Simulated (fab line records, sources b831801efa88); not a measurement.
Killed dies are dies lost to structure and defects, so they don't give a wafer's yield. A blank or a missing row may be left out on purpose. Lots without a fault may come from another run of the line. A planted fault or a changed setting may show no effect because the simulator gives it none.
fab line records | flow sky130
record lots=11 wafers=33 last_day=50
route steps=708 shown METAL3@569 VIA3@588 METAL4@598 PAD_OPEN@708
lots that met no fault: from a run of the same line without faults
start_h: hours from the record's first day to the start of the lot's first wafer shown | wait_h: hours since the lot's step before | " the same as in the row above | L1.1+2: a row that stands for several wafers | - no value, or no start given | * or withheld: withheld | < > ~ a bound
route shown NAME@n: a module of which the file shows steps, and the number in the route of the first | usual: mean/standard deviation of fault-free wafers | same: alike in all rows | chamber/n: place in a boat | sites: the reading at each site | _std_site: their standard deviation | _edge_site: outer sites' mean less inner sites' | radius_mm: how far each site lies from the wafer's centre | mask NAME#n: copy n | behind: the tool/chamber that last shaped the wafer | hold: why the lot was held/for how many hours/how that ended | device: the transistor (n, p or np) that didn't switch | end of line: the same wafers' tests at the end of the route | a step without rows: its recipe alone | killed: dies lost to structure and defects at the first sort, not the wafer's yield | map: a wafer's dies, x killed, . not, _ none there
set.NAME: the setting as run; set.NAME@STEP: as run at that earlier step | model.NAME: the simulator's own value behind a step, which no gauge read
steps of the route over a sample of lots; a table a step, a row a wafer
services: from which hour (start_h, from the record's first day; less than 0 if before it) a tool's chamber was out of use, for how many hours, and why
## steps
# step SKY_METAL3_STRIP_19
# recipe chemistry=O2/N2 power_w=1400 pressure_mtorr=1500 platen_temp_c=withheld o2_flow_sccm=3000 n2_flow_sccm=300 overash_fraction=0.5
# usual drypump_motor_current_A=5.6/0.51 oes_product_au=0.504/0.0052 strip_time_to_endpoint_s=6.56/0.069
# columns lot.wafer tool chamber start_h wait_h drypump_motor_current_A oes_product_au rf_hours_counter_h strip_time_to_endpoint_s
L613.2 plasma_asher-03 1 895.91 0.1 5.3 0.503 74 6.63
L613.4 " 0 " " 6.1 0.502 - 6.54
L613.5 " 1 " " 5.4 0.507 - 6.63
L614.1 plasma_asher-02 1 904.85 0.2 4.8 0.505 111 6.55
L614.4 " 1 " " 4.8 0.513 - 6.61
L614.5 " 0 " " 6.0 0.517 - 6.64
L615.3 plasma_asher-03 1 921.22 0.1 5.4 0.511 - 6.72
L615.4 " 0 " " 6.1 0.503 - 6.58
L615.6 " 0 " " 6.1 0.496 - 6.56
L616.1 plasma_asher-03 1 922.50 0.1 5.4 0.497 77 6.43
L616.2 " 0 " " 6.1 0.498 77 6.50
L616.4 " 1 " " 5.3 0.500 - 6.42
L617.2 plasma_asher-02 1 930.64 0.1 4.8 0.510 114 6.72
L617.3 " 0 " " 6.0 0.505 - 6.63
L617.4 " 1 " " 4.8 0.509 - 6.67
L619.2 plasma_asher-02 0 950.79 0.1 6.0 0.511 116 6.55
L619.3 " 0 " " 6.0 0.503 - 6.63
L619.4 " 1 " " 4.8 0.504 - 6.49
L621.1 plasma_asher-02 1 963.02 0.3 4.8 0.502 118 6.49
L621.3 " 0 " " 6.0 0.511 - 6.54
L621.6 " 1 " " 4.8 0.504 - 6.47
L622.1 plasma_asher-03 1 967.17 0.3 5.4 0.500 79 6.53
L622.2 " 0 " " 6.1 0.503 79 6.53
L622.3 " 1 " " 5.4 0.509 - 6.56
L623.1 plasma_asher-01 0 977.13 0.3 5.2 0.504 54 6.62
L623.2 " 1 " " 6.1 0.516 54 6.68
L623.6 " 1 " " 6.0 0.500 - 6.61
L630.1 plasma_asher-02 0 1022.99 0.1 6.1 0.507 124 6.51
L630.5 " 1 " " 4.8 0.494 - 6.53
L630.6 " 0 " " 6.1 0.513 - 6.60
L634.1 plasma_asher-02 0 1053.49 0.1 6.0 0.500 127 6.50
L634.4 " 0 " " 6.0 0.510 - 6.60
L634.5 " 0 " " 6.0 0.506 - 6.57
# step SKY_VIA3_ETCH_15
# recipe target=SiO2 chemistry=C4F8/O2/Ar target_depth_nm=507 stop_on=TiN mask_material=KrF-thick source_w=1500 bias_w=1200 pressure_mtorr=40 c4f8_flow_sccm=withheld O2_flow_sccm=6 Ar_flow_sccm=300 time_s=78
# usual oes_product_au=0.947/0.0045
# columns lot.wafer tool chamber start_h wait_h oes_product_au rf_hours_counter_h
L613.2 rie_diel-03 3 922.21 0.0 0.947 23
L613.4 " 2 " " 0.952 27
L613.5 " 3 " " 0.940 -
L614.1 rie_diel-02 3 931.11 0.0 0.945 13
L614.4 " 0 " " 0.949 -
L614.5 " 3 " " 0.946 -
L615.3 rie_diel-01 2 947.36 0.0 0.947 9
L615.4 " 2 " " 0.950 -
L615.6 " 3 " " 0.959 -
L616.1 rie_diel-03 1 948.51 0.0 0.945 6
L616.2 " 2 " " 0.951 28
L616.4 " 0 " " 0.939 8
L617.2 rie_diel-03 2 956.41 0.0 0.949 28
L617.3 " 3 " " 0.952 24
L617.4 " 1 " " 0.947 6
L619.2 rie_diel-01 2 976.31 0.0 0.944 9
L619.3 " 0 " " 0.953 14
L619.4 " 3 " " 0.946 7
L621.1 rie_diel-02 3 988.21 0.0 0.946 14
L621.3 " 0 " " 0.951 21
L621.6 " 3 " " 0.939 -
L622.1 rie_diel-02 1 992.51 0.0 0.955 12
L622.2 " 2 " " 0.947 26
L622.3 " 3 " " 0.943 14
L623.1 rie_diel-01 1 1001.91 0.0 0.951 1
L623.2 " 3 " " 0.860 8
L623.6 " 1 " " 0.942 -
L630.1 rie_diel-03 0 1047.01 0.0 0.952 12
L630.5 " 3 " " 0.947 -
L630.6 " 0 " " 0.945 -
L634.1 rie_diel-03 3 1076.11 0.0 0.947 29
L634.4 " 0 " " 0.939 -
L634.5 " 1 " " 0.942 -
# step SKY_VIA3_STRIP_16
# recipe chemistry=O2/N2 power_w=1400 pressure_mtorr=1500 platen_temp_c=withheld o2_flow_sccm=3000 n2_flow_sccm=300 overash_fraction=0.5
# usual drypump_motor_current_A=5.4/0.49 oes_product_au=0.402/0.0046 strip_time_to_endpoint_s=4.134/0.022
# columns lot.wafer tool chamber start_h wait_h drypump_motor_current_A oes_product_au rf_hours_counter_h strip_time_to_endpoint_s
L613.2 plasma_asher-02 1 922.27 0.0 4.8 0.407 113 4.138
L613.4 " 1 " " 4.8 0.404 - 4.092
L613.5 " 0 " " 6.1 0.397 - 4.141
L614.1 plasma_asher-01 1 931.17 0.0 6.1 0.402 49 4.132
L614.4 " 1 " " 6.1 0.404 - 4.142
L614.5 " 1 " " 6.1 0.406 - 4.127
L615.3 plasma_asher-01 1 947.45 0.1 6.0 0.401 - 4.114
L615.4 " 0 " " 5.2 0.404 - 4.123
L615.6 " 1 " " 6.1 0.402 - 4.100
L616.1 plasma_asher-04 0 948.57 0.0 5.6 0.400 22 4.138
L616.2 " 1 " " 5.0 0.397 22 4.093
L616.4 " 0 " " 5.6 0.410 - 4.126
L617.2 plasma_asher-02 0 956.47 0.0 6.0 0.402 117 4.121
L617.3 " 0 " " 6.0 0.403 - 4.127
L617.4 " 1 " " 4.8 0.399 - 4.142
L619.2 plasma_asher-01 0 976.37 0.0 5.2 0.411 54 4.160
L619.3 " 1 " " 6.0 0.395 - 4.166
L619.4 " 0 " " 5.2 0.398 - 4.174
L621.1 plasma_asher-04 0 988.27 0.0 5.6 0.410 27 4.142
L621.3 " 0 " " 5.6 0.399 - 4.151
L621.6 " 0 " " 5.6 0.393 - 4.125
L622.1 plasma_asher-01 0 992.57 0.0 5.2 0.402 55 4.167
L622.2 " 1 " " 6.0 0.402 55 4.159
L622.3 " 0 " " 5.2 0.405 - 4.167
L623.1 plasma_asher-04 0 1001.97 0.0 5.6 0.397 28 4.142
L623.2 " 1 " " 5.0 0.415 28 4.387
L623.6 " 0 " " 5.6 0.399 - 4.118
L630.1 plasma_asher-04 1 1047.07 0.0 5.0 0.405 32 4.132
L630.5 " 1 " " 5.0 0.404 - 4.170
L630.6 " 0 " " 5.6 0.399 - 4.128
L634.1 plasma_asher-02 1 1076.17 0.0 4.8 0.407 1 4.112
L634.4 " 0 " " 6.0 0.396 - 4.094
L634.5 " 0 " " 6.0 0.398 - 4.125
# step SKY_METAL4_SPUTTER_00
# recipe material=Ti target_thk_nm=15 power_w=3000 time_s=10 chamber_pressure_pa=0.4
# usual chamber_pressure_pa=0.4001/0.00076 throttle_valve_pct=29.6/1.2
# columns lot.wafer tool chamber start_h wait_h chamber_pressure_pa throttle_valve_pct
L613.2 pvd_sputter-01 - 923.53 0.2 0.4001 29.1
L613.4 " - " " 0.3993 31.3
L613.5 " - " " 0.4006 30.7
L614.1 pvd_sputter-03 - 932.44 0.1 0.4000 30.3
L614.4 " - " " 0.3992 28.6
L614.5 " - " " 0.3995 30.0
L615.3 pvd_sputter-03 - 948.80 0.2 0.4003 30.1
L615.4 " - " " 0.4006 29.4
L615.6 " - " " 0.4004 29.4
L616.1 pvd_sputter-01 - 949.87 0.2 0.4006 28.8
L616.2 " - " " 0.3992 30.8
L616.4 " - " " 0.4001 27.5
L617.2 pvd_sputter-03 - 957.73 0.2 0.4002 29.2
L617.3 " - " " 0.3991 28.2
L617.4 " - " " 0.3996 30.1
L619.2 pvd_sputter-02 - 977.63 0.2 0.4005 29.0
L619.3 " - " " 0.3999 29.6
L619.4 " - " " 0.4011 31.2
L621.1 pvd_sputter-01 - 989.53 0.2 0.3997 29.0
L621.3 " - " " 0.4014 27.4
L621.6 " - " " 0.4002 27.6
L622.1 pvd_sputter-01 - 993.87 0.1 0.3993 27.8
L622.2 " - " " 0.4000 31.1
L622.3 " - " " 0.4011 29.1
L623.1 pvd_sputter-01 - 1003.23 0.1 0.4006 30.9
L623.6 " - " " 0.4008 31.0
L630.1 pvd_sputter-01 - 1048.32 0.2 0.3992 31.2
L630.5 " - " " 0.3993 30.0
L630.6 " - " " 0.4003 27.5
L634.1 pvd_sputter-01 - 1077.43 0.2 0.3984 29.9
L634.4 " - " " 0.3989 29.0
L634.5 " - " " 0.4006 27.2
# step SKY_PAD_OPEN_PROBE_99
# usual defect_limited_yield=82.7/2 killed_at_M0_to_M3=42/7.7 killed_at_M4_up=3.1/1.9 killed_at_contacts=24/4.9 killed_at_front_end=15/4.6 killed_at_other=0.3/0.51 killed_dies=85/9.9 killed_on_rim=17/4.1 killed_open=47/7.1 killed_short=38/6.7 sort_bin_3_pad_short=0.9/0.46 sort_bin_5_function=10.1/1.5 sort_bin_6_memory=6.3/1.1 sort_n_pass=407/9.9 sort_yield_pct=82.7/2
# same gross_dies=492 killed_at_back_side=0 sort_bin_4_leakage[%]=0 sort_bin_8_speed[%]=0
# columns lot.wafer tool chamber start_h wait_h hold defect_limited_yield[%] killed_at_M0_to_M3 killed_at_M4_up killed_at_contacts killed_at_front_end killed_at_other killed_dies killed_on_rim killed_open killed_short sort_bin_3_pad_short[%] sort_bin_5_function[%] sort_bin_6_memory[%] sort_n_pass sort_yield_pct[%]
L613.2 prober-02 - 1071.72 0.1 - 80.5 48 1 25 22 0 96 19 60 36 1.4 11.6 6.5 396 80.5
L613.4 prober-02 - 1071.82 0.2 - 79.9 55 5 25 14 0 99 20 44 55 1.0 12.8 6.3 393 79.9
L613.5 prober-02 - 1071.87 0.2 - 82.3 42 5 31 9 0 87 19 44 43 1.0 9.3 7.3 405 82.3
L614.1 prober-02 - 1076.83 0.1 - 86.2 24 2 26 16 0 68 11 40 28 0.6 8.1 5.1 424 86.2
L614.4 prober-02 - 1076.98 0.2 - 86.2 29 3 20 16 0 68 12 38 30 0.2 7.5 6.1 424 86.2
L614.5 prober-02 - 1077.03 0.2 - 83.5 40 3 23 15 0 81 11 45 36 1.8 8.9 5.7 411 83.5
L615.3 prober-01 - 1090.96 0.2 - 86.2 33 3 19 13 0 68 8 37 31 1.6 8.5 3.7 424 86.2
L615.4 prober-01 - 1091.01 0.2 - 82.3 56 1 17 13 0 87 20 40 47 1.4 9.3 6.9 405 82.3
L615.6 prober-01 - 1091.11 0.2 - 81.3 56 0 26 10 0 92 20 60 32 1.2 10.4 7.1 400 81.3
L616.1 prober-02 - 1093.02 0.1 - 83.5 52 3 17 9 0 81 19 41 40 0.6 11.0 4.9 411 83.5
L616.2 prober-02 - 1093.07 0.1 - 83.1 42 0 29 12 0 83 17 49 33 0 10.8 6.1 409 83.1
L616.4 prober-02 - 1093.17 0.2 - 85.6 31 3 18 18 1 71 12 40 30 1.0 7.7 5.7 421 85.6
L617.2 prober-01 - 1098.47 0.1 - 83.3 37 0 29 16 0 82 14 48 33 2.0 7.9 6.7 410 83.3
L617.3 prober-01 - 1098.52 0.2 - 84.6 41 2 26 7 0 76 14 36 39 0.8 9.8 4.9 416 84.6
L617.4 prober-01 - 1098.57 0.2 - 84.6 42 3 18 13 0 76 20 43 33 0.6 7.5 7.3 416 84.6
L619.2 prober-01 - 1117.28 0.1 - 83.7 46 2 21 11 0 80 20 43 37 0.6 9.6 6.1 412 83.7
L619.3 prober-01 - 1117.33 0.2 - 82.1 43 6 26 13 0 88 17 49 39 1.8 10.6 5.5 404 82.1
L619.4 prober-01 - 1117.38 0.2 - 81.3 40 1 34 17 0 92 18 54 38 0.8 12.8 5.1 400 81.3
L621.1 prober-01 - 1126.38 0.1 - 82.9 49 3 22 10 0 84 16 50 34 1.4 8.7 6.9 408 82.9
L621.3 prober-01 - 1126.48 0.2 - 81.3 49 0 28 13 2 92 20 49 43 1.0 10.4 7.3 400 81.3
L621.6 prober-01 - 1126.63 0.2 - 85.6 36 4 20 11 0 71 11 42 29 0.6 8.5 5.3 421 85.6
L622.1 prober-02 - 1130.15 0.1 - 77.4 58 6 29 18 0 111 17 63 48 0.8 14.0 7.7 381 77.4
L622.2 prober-02 - 1130.20 0.1 - 82.7 34 6 25 20 0 85 14 44 41 0.4 9.8 7.1 407 82.7
L622.3 prober-02 - 1130.25 0.2 - 82.9 40 2 29 13 0 84 14 45 39 0.6 10.8 5.7 408 82.9
L623.1 prober-01 - 1136.93 0.1 await_dispo/2.9h/release 86.6 25 6 22 12 1 66 10 32 34 0.6 9.8 3.0 426 86.6
L623.2 prober-01 - 1136.98 0.1 await_dispo/2.9h/release 0 446 1 33 12 0 492 96 44 39 1.0 91.7 7.3 0 0
L623.6 prober-01 - 1137.18 0.2 await_dispo/2.9h/release 82.1 43 5 27 13 0 88 21 41 47 0.4 10.8 6.7 404 82.1
L630.1 prober-02 - 1173.53 0.1 - 86.4 29 0 22 16 0 67 9 42 24 1.0 7.5 5.1 425 86.4
L630.5 prober-02 - 1173.73 0.2 - 82.1 44 3 26 14 1 88 16 55 31 0.6 11.8 5.5 404 82.1
L630.6 prober-02 - 1173.78 0.2 - 80.5 52 2 18 24 0 96 10 61 35 1.0 11.6 6.9 396 80.5
L634.1 prober-02 - 1195.18 0.1 - 77.2 60 4 30 17 1 112 25 55 56 1.2 15.0 6.5 380 77.2
L634.4 prober-02 - 1195.33 0.2 - 79.9 55 5 19 20 0 99 26 56 43 0 12.8 7.3 393 79.9
L634.5 prober-02 - 1195.38 0.2 - 81.3 44 0 34 13 1 92 20 55 36 1.6 11.0 6.1 400 81.3
# killed by level:class
L613.2 CONTACT:geometric_particle:open=12 VIA1:geometric_particle:open=10 VIA3:geometric_particle:open=9 METAL1:geometric_particle:short=8 LI_CONTACT:geometric_particle:open=7 VIA1:geometric_particle:short=6 FIELD_ISO:geometric_particle:open=5 POLY_GATE:geometric_particle:open=5
L613.4 CONTACT:geometric_particle:open=9 VIA1:geometric_particle:short=9 VIA1:geometric_particle:open=8 CONTACT:geometric_particle:short=7 METAL2:geometric_particle:short=7 METAL1:geometric_particle:short=7 LI_CONTACT:geometric_particle:open=6 VIA2:geometric_particle:open=6
L613.5 CONTACT:geometric_particle:open=11 VIA1:geometric_particle:open=9 CONTACT:geometric_particle:short=8 VIA2:geometric_particle:open=6 VIA3:geometric_particle:short=5 METAL1:geometric_particle:short=5 POLY_GATE:geometric_particle:short=4 LI_CONTACT:geometric_particle:open=4
L614.1 CONTACT:geometric_particle:short=8 VIA1:geometric_particle:open=8 FIELD_ISO:geometric_particle:open=6 LI_CONTACT:geometric_particle:open=6 CONTACT:geometric_particle:open=6 LI_CONTACT:geometric_particle:short=5 FIELD_ISO:geometric_particle:short=4 METAL1:geometric_particle:short=4
L614.4 LI_CONTACT:geometric_particle:open=8 VIA1:geometric_particle:open=7 FIELD_ISO:geometric_particle:short=6 CONTACT:geometric_particle:open=6 FIELD_ISO:geometric_particle:open=5 VIA2:geometric_particle:open=4 METAL3:geometric_particle:short=4 POLY_GATE:geometric_particle:open=3
L614.5 VIA1:geometric_particle:open=9 LI_CONTACT:geometric_particle:open=9 METAL1:geometric_particle:short=8 CONTACT:geometric_particle:open=6 METAL2:geometric_particle:short=6 VIA3:geometric_particle:open=6 CONTACT:geometric_particle:short=5 FIELD_ISO:geometric_particle:short=4
L615.3 CONTACT:geometric_particle:open=10 VIA1:geometric_particle:open=9 METAL1:geometric_particle:short=5 VIA2:geometric_particle:open=5 METAL2:geometric_particle:short=4 LI_CONTACT:geometric_particle:open=4 FIELD_ISO:geometric_particle:short=3 VIA1:geometric_particle:short=3
L615.4 VIA1:geometric_particle:open=11 METAL2:geometric_particle:short=10 VIA3:geometric_particle:short=8 METAL1:geometric_particle:short=8 CONTACT:geometric_particle:open=6 LI_CONTACT:geometric_particle:open=5 VIA2:geometric_particle:open=5 FIELD_ISO:geometric_particle:short=4
L615.6 VIA1:geometric_particle:open=15 CONTACT:geometric_particle:open=12 VIA2:geometric_particle:open=8 VIA1:geometric_particle:short=7 VIA3:geometric_particle:open=7 LI_CONTACT:geometric_particle:open=6 METAL1:geometric_particle:short=6 CONTACT:geometric_particle:short=4
L616.1 METAL1:geometric_particle:short=9 VIA1:geometric_particle:open=9 CONTACT:geometric_particle:open=8 VIA2:geometric_particle:open=8 VIA1:geometric_particle:short=7 METAL2:geometric_particle:short=7 VIA3:geometric_particle:open=7 LI_CONTACT:geometric_particle:open=4
L616.2 CONTACT:geometric_particle:open=12 VIA1:geometric_particle:open=10 LI_CONTACT:geometric_particle:open=8 VIA2:geometric_particle:open=7 VIA3:geometric_particle:open=6 VIA1:geometric_particle:short=5 LOCAL_INTERCONNECT:geometric_particle:short=5 METAL1:geometric_particle:short=5
L616.4 CONTACT:geometric_particle:open=12 VIA1:geometric_particle:open=10 FIELD_ISO:geometric_particle:short=5 POLY_GATE:geometric_particle:open=5 POLY_GATE:geometric_particle:short=5 VIA1:geometric_particle:short=4 VIA3:geometric_particle:short=4 VIA3:geometric_particle:open=4
L617.2 CONTACT:geometric_particle:open=14 CONTACT:geometric_particle:short=8 VIA1:geometric_particle:open=8 VIA2:geometric_particle:open=7 FIELD_ISO:geometric_particle:open=5 VIA2:geometric_particle:short=5 VIA3:geometric_particle:open=4 METAL2:geometric_particle:short=4
L617.3 CONTACT:geometric_particle:open=9 VIA3:geometric_particle:open=8 CONTACT:geometric_particle:short=7 VIA3:geometric_particle:short=6 LI_CONTACT:geometric_particle:open=5 VIA1:geometric_particle:open=5 METAL3:geometric_particle:short=5 METAL1:geometric_particle:short=4
L617.4 VIA1:geometric_particle:open=12 CONTACT:geometric_particle:open=9 VIA3:geometric_particle:open=7 VIA2:geometric_particle:open=6 METAL2:geometric_particle:short=6 FIELD_ISO:geometric_particle:short=5 CONTACT:geometric_particle:short=4 VIA3:geometric_particle:short=4
L619.2 VIA1:geometric_particle:open=11 LI_CONTACT:geometric_particle:open=9 VIA3:geometric_particle:open=8 POLY_GATE:geometric_particle:short=6 CONTACT:geometric_particle:open=6 METAL1:geometric_particle:short=5 VIA2:geometric_particle:open=5 VIA3:geometric_particle:short=5
L619.3 VIA2:geometric_particle:open=10 VIA1:geometric_particle:open=9 LI_CONTACT:geometric_particle:open=8 LOCAL_INTERCONNECT:geometric_particle:short=7 CONTACT:geometric_particle:open=6 METAL4:geometric_particle:short=5 SPACER:geometric_particle:open=4 METAL1:geometric_particle:short=4
L619.4 LI_CONTACT:geometric_particle:open=13 CONTACT:geometric_particle:open=11 VIA1:geometric_particle:open=8 VIA2:geometric_particle:open=8 POLY_GATE:geometric_particle:short=6 VIA3:geometric_particle:short=6 FIELD_ISO:geometric_particle:open=5 CONTACT:geometric_particle:short=4
L621.1 VIA3:geometric_particle:open=12 LI_CONTACT:geometric_particle:open=9 METAL1:geometric_particle:short=9 VIA1:geometric_particle:open=7 CONTACT:geometric_particle:open=6 LOCAL_INTERCONNECT:geometric_particle:short=5 METAL2:geometric_particle:short=4 FIELD_ISO:geometric_particle:open=3
L621.3 LI_CONTACT:geometric_particle:open=11 VIA1:geometric_particle:open=10 VIA1:geometric_particle:short=10 CONTACT:geometric_particle:open=8 METAL1:geometric_particle:short=5 METAL2:geometric_particle:short=5 FIELD_ISO:geometric_particle:short=4 POLY_GATE:geometric_particle:open=4
L621.6 VIA1:geometric_particle:open=13 CONTACT:geometric_particle:open=9 METAL1:geometric_particle:short=7 VIA3:geometric_particle:open=6 LOCAL_INTERCONNECT:geometric_particle:short=5 CONTACT:geometric_particle:short=4 FIELD_ISO:geometric_particle:open=3 POLY_GATE:geometric_particle:short=3
L622.1 VIA1:geometric_particle:open=11 CONTACT:geometric_particle:open=10 VIA1:geometric_particle:short=10 VIA2:geometric_particle:open=10 LI_CONTACT:geometric_particle:open=9 VIA3:geometric_particle:open=7 METAL2:geometric_particle:short=6 FIELD_ISO:geometric_particle:open=5
L622.2 CONTACT:geometric_particle:open=11 LI_CONTACT:geometric_particle:open=10 METAL2:geometric_particle:short=7 FIELD_ISO:geometric_particle:short=5 VIA1:geometric_particle:short=5 VIA1:geometric_particle:open=5 FIELD_ISO:geometric_particle:open=4 POLY_GATE:geometric_particle:open=4
L622.3 CONTACT:geometric_particle:open=10 LI_CONTACT:geometric_particle:open=8 METAL1:geometric_particle:short=7 VIA3:geometric_particle:open=6 CONTACT:geometric_particle:short=5 METAL2:geometric_particle:short=5 VIA1:geometric_particle:open=4 METAL1:geometric_particle:open=4
L623.1 LI_CONTACT:geometric_particle:open=10 CONTACT:geometric_particle:open=7 VIA1:geometric_particle:short=5 VIA2:geometric_particle:open=5 METAL4:geometric_particle:short=5 CONTACT:geometric_particle:short=4 VIA1:geometric_particle:open=4 METAL3:geometric_particle:short=4
L623.2 VIA3:area_etch=409 CONTACT:geometric_particle:open=11 VIA1:geometric_particle:open=11 CONTACT:geometric_particle:short=8 LOCAL_INTERCONNECT:geometric_particle:short=6 METAL1:geometric_particle:short=6 VIA2:geometric_particle:open=6 LI_CONTACT:geometric_particle:short=5
L623.6 LI_CONTACT:geometric_particle:open=11 VIA1:geometric_particle:open=10 VIA1:geometric_particle:short=8 CONTACT:geometric_particle:short=6 METAL1:geometric_particle:short=6 LOCAL_INTERCONNECT:geometric_particle:short=5 METAL4:geometric_particle:short=5 POLY_GATE:geometric_particle:open=4
L630.1 VIA1:geometric_particle:open=11 LI_CONTACT:geometric_particle:open=9 CONTACT:geometric_particle:open=5 VIA3:geometric_particle:open=5 FIELD_ISO:geometric_particle:open=4 POLY_GATE:geometric_particle:short=4 VIA1:geometric_particle:short=4 POLY_GATE:geometric_particle:open=3
L630.5 VIA3:geometric_particle:open=13 CONTACT:geometric_particle:open=12 VIA1:geometric_particle:open=11 VIA2:geometric_particle:open=7 VIA1:geometric_particle:short=5 POLY_GATE:geometric_particle:open=4 LI_CONTACT:geometric_particle:open=4 CONTACT:geometric_particle:short=4
L630.6 VIA1:geometric_particle:open=17 VIA3:geometric_particle:open=8 FIELD_ISO:geometric_particle:open=7 POLY_GATE:geometric_particle:short=7 VIA2:geometric_particle:open=7 CONTACT:geometric_particle:open=6 POLY_GATE:geometric_particle:open=5 METAL2:geometric_particle:short=5
L634.1 VIA3:geometric_particle:open=11 METAL1:geometric_particle:short=10 LI_CONTACT:geometric_particle:open=9 VIA1:geometric_particle:short=8 VIA1:geometric_particle:open=7 VIA2:geometric_particle:open=7 FIELD_ISO:geometric_particle:open=6 CONTACT:geometric_particle:short=6
L634.4 VIA1:geometric_particle:open=10 VIA3:geometric_particle:open=10 VIA2:geometric_particle:open=8 FIELD_ISO:geometric_particle:open=7 METAL3:geometric_particle:short=7 LI_CONTACT:geometric_particle:open=7 CONTACT:geometric_particle:open=6 METAL1:geometric_particle:short=6
L634.5 LI_CONTACT:geometric_particle:open=16 VIA1:geometric_particle:open=14 VIA2:geometric_particle:open=9 METAL1:geometric_particle:short=8 CONTACT:geometric_particle:open=5 FIELD_ISO:geometric_particle:short=4 LI_CONTACT:geometric_particle:short=4 CONTACT:geometric_particle:short=4
## services
# columns tool chamber start_h hours kind
pvd_sputter-01 - 872.07 2.3 repair
rie_diel-02 - 872.78 1.1 repair
rie_diel-03 - 890.59 4.3 pm
pvd_sputter-03 - 906.77 1.2 repair
plasma_asher-01 - 910.44 2.8 pm
rie_diel-02 1 924.26 7.6 repair
rie_diel-02 3 925.04 5.1 repair
rie_diel-02 1 938.60 3.0 repair
plasma_asher-01 - 940.99 6.4 repair
plasma_asher-03 - 942.04 24.1 repair
plasma_asher-04 - 950.83 1.7 repair
rie_diel-03 0 969.44 8.1 repair
pvd_sputter-03 - 984.69 34.5 repair
rie_diel-01 1 986.80 9.4 repair
pvd_sputter-03 - 994.92 0.7 repair
rie_diel-01 1 1005.88 9.0 repair
rie_diel-03 3 1006.93 9.6 repair
rie_diel-03 3 1030.42 2.0 repair
plasma_asher-04 - 1039.85 5.7 repair
plasma_asher-01 - 1042.12 5.5 repair
rie_diel-03 2 1049.75 64.1 repair
plasma_asher-02 - 1055.25 9.0 pm
plasma_asher-03 - 1059.28 12.8 pm
plasma_asher-01 - 1069.16 0.4 repair
## key
first_sign step=SKY_VIA3_ETCH_15 reading=oes_product_au direction=down sigmas=19 usual=0.947 struck=0.860
effect step=SKY_VIA3_STRIP_16 reading=strip_time_to_endpoint_s direction=up sigmas=11 usual=* struck=*
effect step=SKY_PAD_OPEN_PROBE_99 reading=sort_bin_5_function direction=up sigmas=53 usual=10.1 struck=91.7
more_kills_born_at SKY_VIA3_ETCH_15@rie_diel-01=409
met_at SKY_VIA3_ETCH_15
struck_lots L623
struck_wafers L623.2
later_rows_left_out L623.2
not_acting_at SKY_METAL3_STRIP_19,SKY_METAL4_SPUTTER_00
onset_between 976.31 1001.91
fault kind=process_parameter_drift tool=rie_diel-01 chamber=- onset_h=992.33 steps=SKY_VIA3_ETCH_15 channel=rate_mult offset=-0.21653 shape=step end_h=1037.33 scope=struck_wafers_only
# later_rows_left_out: the simulator's readings of these wafers behind a module that went badly wrong aren't trusted and aren't shown, but for the sort
